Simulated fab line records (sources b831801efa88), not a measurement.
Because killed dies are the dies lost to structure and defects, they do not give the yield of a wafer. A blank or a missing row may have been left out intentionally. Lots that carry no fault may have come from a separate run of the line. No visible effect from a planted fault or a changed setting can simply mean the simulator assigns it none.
Which of the tools did it? :: flow sky130 :: 6 lots, 17 wafers sampled, at 1 step of a route of 708

## WHAT THE GAUGES READ, wafer by wafer
SKY_LOCAL_INTERCONNECT_CD_MEAS_11 targets a cd of 170 nm.
lot: L447
measured: day 31 23:10
on: cd-sem-01
cd-nm (nm): 169.2 169.2 169.4

lot: L449
measured: day 32 15:53
on: cd-sem-01
cd-nm (nm): 170.3 169.5 172.1

lot: L452
measured: day 33 15:07
on: cd-sem-02
cd-nm (nm): 170.2 170.4 169.4

lot: L461
measured: day 36 10:01
on: cd-sem-02
cd-nm (nm): 165.9 167.5

lot: L466
measured: day 37 18:56
on: cd-sem-01
cd-nm (nm): 167.1 167.6 167.3

lot: L468
measured: day 38 10:49
on: cd-sem-01
cd-nm (nm): 169.7 171.5 171.7

## TOOL THAT RAN EACH LOT (tool first, then ch and the chambers of the sampled wafers, then the start)
The record holds no process step before these readings.

## THE ANSWER, worked out from the rows above alone
Rule: the lots themselves supply what counts as usual. The widest of any qualifying gaps counts: lots, ordered by their means at a reading, are off when they make up no more than a third of the lots, leave a main group of 4 or more, and stand apart from it by 3 or more times the standard deviation of that group's means. The tables above print the reading to a certain number of digits; a main group whose means all agree to those digits is not used. A lot without any number at a reading at which 4 lots or more have one is off too. The other lots that the step has rows for count as sound.
No lot is off on any of the readings shown, so nothing can be concluded from this.

## WHAT HAD BEEN PUT IN BY THE SIMULATOR
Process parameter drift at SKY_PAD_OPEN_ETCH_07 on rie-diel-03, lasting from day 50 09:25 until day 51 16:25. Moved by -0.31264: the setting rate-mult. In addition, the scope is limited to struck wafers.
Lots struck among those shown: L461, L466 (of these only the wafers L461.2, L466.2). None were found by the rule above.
